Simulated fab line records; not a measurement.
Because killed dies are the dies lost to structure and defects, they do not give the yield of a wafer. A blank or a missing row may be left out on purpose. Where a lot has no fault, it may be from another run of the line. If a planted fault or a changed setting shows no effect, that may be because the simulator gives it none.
fab line records	flow sky130
record: lots: 13	wafers: 38	last_day: 50
route steps=708 shown SONOS_ONO@169 POLY_GATE@213 RES_PROTECT@214
lots that met no fault: taken from a fault-free run of the same line
start_h: start of the lot's first displayed wafer, in hours after the record's first day	wait_h: how many hours have passed since the lot's step before this one	" repeats the value in the row above	L1.1+2: one row covering several wafers at once	- value missing, or start not given	* or withheld: withheld	< > ~ a bound
route shown NAME@n: NAME is a module with steps in the file, n the number in the route of the first one	usual: the fault-free wafers' mean and standard deviation	same: alike in all rows	chamber/n: place in a boat	sites: per-site readings	_std_site: the standard deviation of these	_edge_site: mean of outer sites minus mean of inner sites	radius_mm: how far each site lies from the wafer's centre	mask NAME#n: copy n	behind: the last tool/chamber to shape the wafer	hold: what put the lot on hold/how long, in hours/how the hold closed	device: which transistor (n, p or np) failed to switch	end of line: the route-end tests of the same wafers	for a step that has no rows: nothing shown but its recipe	killed: count of dies lost to structure and defects at first sort (not the wafer's yield)	map: per-die view of a wafer (x killed, . not killed, _ where there is no die)
set.NAME: setting as actually run; set.NAME@STEP: the setting as run at that earlier step	model.NAME: the simulator's own value behind a step, which no gauge read
a sample of lots followed through the steps of the route, with each step as a table and each wafer as a row
services: a tool's chamber out of use, with start hour (start_h, from the record's first day; less than 0 if before it), hours out, and reason
== steps ==
step: SKY_SONOS_ONO_THK_MEAS_01
recipe: reads: SiO2_of_SONOS_ONO_OXIDATION_00
usual: SONOS_ONO_OXIDATION_THK: 2.60/0.046
lot.wafer	tool	chamber	start_h	wait_h	SONOS_ONO_OXIDATION_THK[nm]
L847.1	film_metro-01	-	280.76	0.0	2.56
L847.3	"	-	"	"	2.57
L847.6	"	-	"	"	2.58
L850.2	film_metro-03	-	302.84	0.0	2.58
L850.5	"	-	"	"	2.59
L850.6	"	-	"	"	2.58
L849.1	film_metro-03	-	304.15	0.0	2.63
L849.4	"	-	"	"	2.64
L849.5	"	-	"	"	2.61
L852.1	film_metro-04	-	318.40	0.0	2.55
L852.4	"	-	"	"	2.62
L852.5	"	-	"	"	2.60
L851.1	film_metro-04	-	319.09	0.0	2.58
L851.4	"	-	"	"	2.55
L851.5	"	-	"	"	2.57
L856.3	film_metro-01	-	340.83	0.0	2.47
L856.5	"	-	"	"	2.60
L856.6	"	-	"	"	2.60
L860.1	film_metro-04	-	357.23	0.0	2.61
L860.2	"	-	"	"	2.61
L860.3	"	-	"	"	2.65
L859.1	film_metro-04	-	358.58	0.0	2.57
L859.2	"	-	"	"	2.52
L859.6	"	-	"	"	2.55
L861.1	film_metro-03	-	368.59	0.0	2.62
L861.2	"	-	"	"	2.56
L863.2	film_metro-01	-	384.89	0.0	2.56
L863.4	"	-	"	"	2.57
L863.5	"	-	"	"	2.58
L865.1	film_metro-04	-	405.63	0.0	2.66
L865.4	"	-	"	"	2.58
L865.5	"	-	"	"	2.64
L866.1	film_metro-01	-	405.63	0.0	2.60
L866.4	"	-	"	"	2.61
L866.5	"	-	"	"	2.63
L870.1	film_metro-01	-	440.81	0.0	2.63
L870.2	"	-	"	"	2.67
L870.6	"	-	"	"	2.59
step: SKY_POLY_GATE_IMPLANT_02
recipe: species: P	energy_kev: 30	dose_cm2: 7.7e+15	tilt_deg: 0
lot.wafer	tool	chamber	start_h	wait_h
L847.1+3+6	implanter-03	0	368.90	0.1
L850.2+5+6	implanter-04	0	394.52	0.1
L849.1+4+5	implanter-01	0	396.00	0.1
L852.1+4+5	implanter-01	0	410.24	0.1
L851.1+4+5	implanter-01	0	415.19	0.1
L856.3+5+6	implanter-04	0	444.30	0.2
L860.1+2+3	implanter-04	0	454.05	0.1
L859.1+2+6	implanter-04	0	461.24	0.1
L861.1+2	implanter-04	0	478.49	0.1
L863.2+4+5	implanter-03	0	489.67	0.1
L865.1+4+5	implanter-03	0	504.39	0.1
L866.1+4+5	implanter-01	0	505.60	0.1
L870.1+2+6	implanter-04	0	538.55	0.1
step: SKY_RES_PROTECT_STRIP_07
recipe: chemistry: O2/N2	power_w: 1400	pressure_mtorr: 1500	platen_temp_c: withheld	o2_flow_sccm: 3000	n2_flow_sccm: 300	overash_fraction: 0.5
usual: drypump_motor_current_A: 5.7/0.42	oes_product_au: 0.518/0.0047	strip_time_to_endpoint_s: 23.26/0.041
lot.wafer	tool	chamber	start_h	wait_h	drypump_motor_current_A	oes_product_au	rf_hours_counter_h	strip_time_to_endpoint_s
L847.1	plasma_asher-04	1	369.05	0.1	6.0	0.521	71	23.27
L847.3	"	1	"	"	6.0	0.518	-	23.26
L847.6	"	0	"	"	5.2	0.518	-	23.21
L850.2	plasma_asher-04	1	394.65	0.1	6.0	0.514	73	23.30
L850.5	"	0	"	"	5.2	0.513	-	23.30
L850.6	"	1	"	"	6.0	0.517	-	23.31
L849.1	plasma_asher-01	0	396.15	0.1	5.3	0.520	71	23.22
L849.4	"	1	"	"	6.2	0.512	-	23.21
L849.5	"	0	"	"	5.3	0.514	-	23.26
L852.1	plasma_asher-03	1	410.39	0.1	5.6	0.519	60	23.32
L852.4	"	0	"	"	6.2	0.522	-	23.29
L852.5	"	1	"	"	5.6	0.516	-	23.27
L851.1	plasma_asher-04	1	415.34	0.1	6.0	0.520	75	23.30
L851.4	"	1	"	"	6.0	0.515	-	23.24
L851.5	"	1	"	"	6.0	0.522	-	23.32
L856.3	plasma_asher-04	1	444.54	0.2	6.0	0.514	-	23.25
L856.5	"	1	"	"	6.0	0.526	-	23.27
L856.6	"	0	"	"	5.2	0.518	-	23.28
L860.1	plasma_asher-01	1	454.20	0.1	6.3	0.515	2	22.56
L860.2	"	0	"	"	5.2	0.521	2	23.27
L860.3	"	1	"	"	6.2	0.518	-	23.31
L859.1	plasma_asher-01	0	461.39	0.1	5.2	0.530	3	22.62
L859.2	"	1	"	"	6.3	0.518	3	23.23
L859.6	"	1	"	"	6.2	0.516	-	23.22
L861.1	plasma_asher-04	0	478.64	0.1	5.2	0.530	82	22.63
L861.2	"	1	"	"	6.0	0.516	82	23.35
L863.2	plasma_asher-03	1	489.79	0.1	5.6	0.517	68	23.28
L863.4	"	0	"	"	6.2	0.515	-	23.21
L863.5	"	0	"	"	6.2	0.516	-	23.17
L865.1	plasma_asher-01	0	504.54	0.1	5.2	0.512	7	23.24
L865.4	"	1	"	"	6.2	0.508	-	23.30
L865.5	"	1	"	"	6.2	0.516	-	23.34
L866.1	plasma_asher-04	1	505.75	0.1	6.0	0.517	84	23.14
L866.4	"	0	"	"	5.2	0.517	-	23.22
L866.5	"	1	"	"	6.0	0.519	-	23.20
L870.1	plasma_asher-03	0	538.70	0.1	6.1	0.518	74	23.29
L870.2	"	1	"	"	5.6	0.512	74	23.25
L870.6	"	0	"	"	6.2	0.518	-	23.23
step: SKY_POLY_GATE_CD_MEAS_13
recipe: target_cd_nm: 150
usual: cd_nm: 149.6/1.3
lot.wafer	tool	chamber	start_h	wait_h	cd_nm
L847.1	cd_sem-01	-	402.20	-	150.8
L847.3	"	-	"	"	150.2
L847.6	"	-	"	"	150.8
L849.1	cd_sem-02	-	427.25	-	147.2
L849.4	"	-	"	"	149.9
L849.5	"	-	"	"	147.1
L850.2	cd_sem-02	-	427.62	-	149.8
L850.5	"	-	"	"	150.2
L850.6	"	-	"	"	149.4
L852.1	cd_sem-02	-	440.85	-	149.9
L852.4	"	-	"	"	149.3
L852.5	"	-	"	"	149.9
L851.1	cd_sem-01	-	450.14	-	151.3
L851.4	"	-	"	"	151.3
L851.5	"	-	"	"	152.7
L856.3	cd_sem-02	-	477.24	-	148.7
L856.5	"	-	"	"	146.8
L856.6	"	-	"	"	148.3
L860.1	cd_sem-01	-	486.14	-	152.3
L860.2	"	-	"	"	151.8
L860.3	"	-	"	"	152.4
L859.1	cd_sem-02	-	493.60	-	150.0
L859.2	"	-	"	"	150.3
L859.6	"	-	"	"	150.0
L861.1	cd_sem-01	-	512.24	-	153.5
L861.2	"	-	"	"	150.7
L863.2	cd_sem-01	-	520.87	-	150.0
L863.4	"	-	"	"	148.4
L863.5	"	-	"	"	148.7
L865.1	cd_sem-01	-	536.65	-	150.0
L865.4	"	-	"	"	149.8
L865.5	"	-	"	"	150.6
L866.1	cd_sem-02	-	537.84	-	149.0
L866.4	"	-	"	"	148.4
L866.5	"	-	"	"	149.0
L870.1	cd_sem-01	-	569.85	-	149.5
L870.2	"	-	"	"	148.9
L870.6	"	-	"	"	149.2
step: SKY_POLY_GATE_STRIP_18
recipe: chemistry: O2/N2	power_w: 1400	pressure_mtorr: 1500	platen_temp_c: withheld	o2_flow_sccm: 3000	n2_flow_sccm: 300	overash_fraction: 0.5
usual: drypump_motor_current_A: 5.6/0.47	oes_product_au: 0.361/0.0043	strip_time_to_endpoint_s: 3.17/0.032
lot.wafer	tool	chamber	start_h	wait_h	drypump_motor_current_A	oes_product_au	rf_hours_counter_h	strip_time_to_endpoint_s
L847.1	plasma_asher-03	1	402.60	0.0	5.6	0.367	59	3.16
L847.3	"	1	"	"	5.6	0.364	-	3.14
L847.6	"	0	"	"	6.1	0.363	-	3.20
L849.1	plasma_asher-02	1	427.65	0.0	5.9	0.353	29	3.17
L849.4	"	1	"	"	5.9	0.359	-	3.16
L849.5	"	1	"	"	5.8	0.368	-	3.16
L850.2	plasma_asher-03	1	428.00	0.0	5.6	0.361	62	3.13
L850.5	"	0	"	"	6.1	0.358	-	3.17
L850.6	"	1	"	"	5.6	0.361	-	3.17
L852.1	plasma_asher-04	0	441.25	0.0	5.2	0.361	78	3.20
L852.4	"	1	"	"	6.0	0.362	-	3.18
L852.5	"	0	"	"	5.2	0.364	-	3.20
L851.1	plasma_asher-04	1	450.54	0.0	6.0	0.372	79	3.11
L851.4	"	0	"	"	5.2	0.360	-	3.22
L851.5	"	1	"	"	6.0	0.355	-	3.15
L856.3	plasma_asher-02	1	477.63	0.1	5.9	0.367	-	3.17
L856.5	"	0	"	"	4.8	0.360	-	3.18
L856.6	"	1	"	"	5.9	0.368	-	3.19
L860.1	plasma_asher-04	1	486.54	0.0	6.0	0.360	83	3.17
L860.2	"	0	"	"	5.2	0.363	83	3.15
L860.3	"	1	"	"	6.0	0.367	-	3.16
L859.1	plasma_asher-03	0	494.00	0.0	6.1	0.361	68	3.18
L859.2	"	1	"	"	5.6	0.367	68	3.14
L859.6	"	0	"	"	6.2	0.361	-	3.13
L861.1	plasma_asher-04	1	512.64	0.0	6.0	0.360	85	3.21
L861.2	"	0	"	"	5.2	0.357	85	3.12
L863.2	plasma_asher-03	0	521.25	0.0	6.2	0.368	72	3.16
L863.4	"	0	"	"	6.1	0.358	-	3.19
L863.5	"	1	"	"	5.6	0.363	-	3.17
L865.1	plasma_asher-04	0	537.05	0.0	5.2	0.359	89	3.15
L865.4	"	1	"	"	6.0	0.359	-	3.11
L865.5	"	0	"	"	5.2	0.353	-	3.15
L866.1	plasma_asher-02	1	538.24	0.0	5.9	0.360	40	3.19
L866.4	"	1	"	"	5.9	0.362	-	3.17
L866.5	"	0	"	"	4.8	0.359	-	3.16
L870.1	plasma_asher-04	0	570.24	0.0	5.2	0.362	93	3.20
L870.2	"	1	"	"	6.0	0.365	93	3.19
L870.6	"	0	"	"	5.2	0.361	-	3.17
== services ==
tool	chamber	start_h	hours	kind
plasma_asher-02	-	357.72	8.3	repair
implanter-04	-	366.68	4.0	repair
implanter-03	-	377.74	3.0	repair
implanter-04	-	395.04	38.2	repair
plasma_asher-01	-	421.25	9.0	pm
plasma_asher-01	0	421.25	9.0	vent_cycle
plasma_asher-01	1	421.25	9.0	vent_cycle
plasma_asher-01	0	430.25	-	clean
plasma_asher-01	1	430.25	-	clean
implanter-01	-	437.03	20.8	pm
implanter-03	-	476.11	7.5	repair
plasma_asher-01	-	477.49	2.8	pm
implanter-04	-	488.31	3.2	pm
implanter-01	-	488.58	4.3	pm
plasma_asher-01	-	510.01	28.1	pm
plasma_asher-02	-	512.90	14.6	pm
implanter-03	-	516.28	8.8	repair
implanter-03	-	521.88	5.8	repair
== key ==
first_sign: step: SKY_RES_PROTECT_STRIP_07	reading: strip_time_to_endpoint_s	direction: down	sigmas: 16	usual: *	struck: *
effect none on later readings
met_at SKY_POLY_GATE_IMPLANT_02
struck_lots L859,L860,L861
struck_wafers L859.1,L860.1,L861.1
tester_left_out L859,L860,L861
not_acting_at SKY_SONOS_ONO_THK_MEAS_01,SKY_POLY_GATE_CD_MEAS_13,SKY_POLY_GATE_STRIP_18
onset_between 444.30 454.05
fault: kind: process_parameter_drift	tool: implanter-04	chamber: -	onset_h: 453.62	steps: SKY_POLY_GATE_IMPLANT_02	channel: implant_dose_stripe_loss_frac	offset: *	shape: step	end_h: 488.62	scope: struck_wafers_only
tester_left_out: of these lots the tester's yield and bins aren't shown, on N5 and GAA mostly nor the transistor test; their killed dies are dies lost to structure and defects alone, not to doping, threshold or leakage, so they don't give the yield
